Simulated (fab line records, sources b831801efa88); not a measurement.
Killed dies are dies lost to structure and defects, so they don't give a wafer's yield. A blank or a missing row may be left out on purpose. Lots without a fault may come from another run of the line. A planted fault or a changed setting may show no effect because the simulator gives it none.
Which tool did it? | flow sky130 | 14 lots, 42 wafers sampled, at 3 steps of a route of 708

WHAT THE GAUGES READ, wafer by wafer
SKY_FIELD_ISO_THK_MEAS_02.
lot  | measured    | on            | FIELD_ISO_OXIDATION_00_THK (nm)
L390 | day 1 11:44 | film_metro-01 | 12.07 12.16 12.26
L392 | day 1 21:58 | film_metro-02 | 12.12 12.25 12.20
L393 | day 2 05:19 | film_metro-01 | 12.14 12.09 12.20
L394 | day 2 07:38 | film_metro-02 | 12.89 12.53 12.59
L395 | day 2 13:05 | film_metro-03 | 12.14 12.13 12.06
L397 | day 2 22:38 | film_metro-02 | 12.05 12.09 12.27
L398 | day 3 03:40 | film_metro-03 | 12.27 12.18 12.34
L399 | day 3 08:38 | film_metro-02 | 12.08 11.94 11.94
L400 | day 3 14:58 | film_metro-01 | 11.95 12.00 12.20
L407 | day 5 03:58 | film_metro-01 | 12.21 12.47 12.28
L408 | day 5 08:02 | film_metro-01 | 11.67 11.60 11.66
L411 | day 5 20:41 | film_metro-01 | 12.05 11.90 12.03
L412 | day 6 01:38 | film_metro-01 | 12.25 12.41 12.32
L413 | day 6 07:39 | film_metro-03 | 11.80 11.75 11.87

SKY_VT_ADJUST_NCORE_CD_MEAS_07: target cd 380 nm.
lot  | measured     | on        | cd_nm (nm)
L390 | day 8 10:37  | cd_sem-01 | 379.5 382.0 380.4
L392 | day 9 00:23  | cd_sem-02 | 379.1 379.6 377.2
L393 | day 9 08:43  | cd_sem-02 | 381.0 381.4 383.3
L394 | day 9 20:26  | cd_sem-02 | 377.7 376.9 379.0
L395 | day 10 02:36 | cd_sem-02 | 374.6 376.0 376.4
L397 | day 10 16:41 | cd_sem-02 | 379.5 381.9 380.5
L398 | day 10 19:29 | cd_sem-01 | 380.9 382.0 380.0
L399 | day 11 03:08 | cd_sem-02 | 375.7 376.5 375.1
L400 | day 11 10:25 | cd_sem-01 | 381.9 380.5 381.7
L407 | day 13 11:52 | cd_sem-01 | 378.2 382.6 379.6
L408 | day 13 23:25 | cd_sem-01 | 382.1 382.4 384.7
L411 | day 14 19:52 | cd_sem-01 | 377.5 378.9 377.8
L412 | day 14 21:44 | cd_sem-01 | 382.7 381.7 379.2
L413 | day 15 07:37 | cd_sem-02 | 380.4 382.2 381.7

WHICH TOOL RAN EACH LOT (tool, then ch and the chambers of the sampled wafers, then the start)
lot  | SKY_NWELL_PEB_21
L390 | litho_track-02 ch 0, day 5 05:00
L392 | litho_track-01 ch 0, day 5 16:00
L393 | litho_track-02 ch 0, day 5 23:00
L394 | litho_track-02 ch 0, day 6 09:00
L395 | litho_track-02 ch 0, day 6 15:00
L397 | litho_track-04 ch 0, day 7 03:00
L398 | litho_track-02 ch 0, day 7 06:00
L399 | litho_track-01 ch 0, day 7 11:00
L400 | litho_track-04 ch 0, day 7 18:00
L407 | litho_track-02, day 9 14:00
L408 | litho_track-01, day 10 01:00
L411 | litho_track-02 ch 0, day 10 17:00
L412 | litho_track-01 ch 0, day 10 20:00
L413 | litho_track-01 ch 0, day 11 03:00
- SKY_NWELL_PEB_21

WHAT THE TOOLS THEMSELVES READ (means of the sampled wafers that have a number; where no wafer has one, the mark that the record gives instead)
SKY_NWELL_PEB_21.
lot  | tool           | chill_plate_temp_C (C) | exhaust_pa (Pa) | resist_line_temp_C (C)
L390 | litho_track-02 | 22.90                  | 44.6            | 23.04
L392 | litho_track-01 | 22.87                  | 45.5            | 23.04
L393 | litho_track-02 | 23.06                  | 45.4            | 22.98
L394 | litho_track-02 | 22.93                  | 43.7            | 23.08
L395 | litho_track-02 | 23.01                  | 45.2            | 23.09
L397 | litho_track-04 | 23.05                  | 44.2            | 22.98
L398 | litho_track-02 | 22.94                  | 43.2            | 23.07
L399 | litho_track-01 | 22.93                  | 45.0            | 23.05
L400 | litho_track-04 | 22.97                  | 44.1            | 22.90
L407 | litho_track-02 | -                      | -               | -
L408 | litho_track-01 | -                      | -               | -
L411 | litho_track-02 | 23.00                  | 44.3            | 22.96
L412 | litho_track-01 | 22.99                  | 43.9            | 22.94
L413 | litho_track-01 | 23.03                  | 44.7            | 22.93

THE ANSWER, worked out from the rows above alone
Rule: what is usual is taken from the lots themselves. Put in order of their means at a reading, lots are off if they are a third of the lots or fewer, leave a main group of 4 or more, and stand apart from it by a gap of 3 or more times the standard deviation of the main group's means; of several such gaps the widest counts. A main group whose means are all the same, to the digits that the tables above print for the reading, isn't used. A lot without any number at a reading at which 4 lots or more have one is off too. The other lots that the step has rows for count as sound. The gauges are gone through in route order, then the tools' own readings, and for those a lot's mean is taken as printed above. The first step at which some lot is off is used, and at that step the reading that is off furthest; a lot without a number counts as furthest.
Off: L407, L408, at SKY_NWELL_PEB_21 (chill_plate_temp_C). Without a number there: L407, L408. The main group: mean 22.97 C, standard deviation 0.058.
A tool fits if, at that step or a process step before it, it ran every lot that is off, and no sound lot after the first of them. None of those tried fits.

WHAT THE SIMULATOR HAD PUT IN
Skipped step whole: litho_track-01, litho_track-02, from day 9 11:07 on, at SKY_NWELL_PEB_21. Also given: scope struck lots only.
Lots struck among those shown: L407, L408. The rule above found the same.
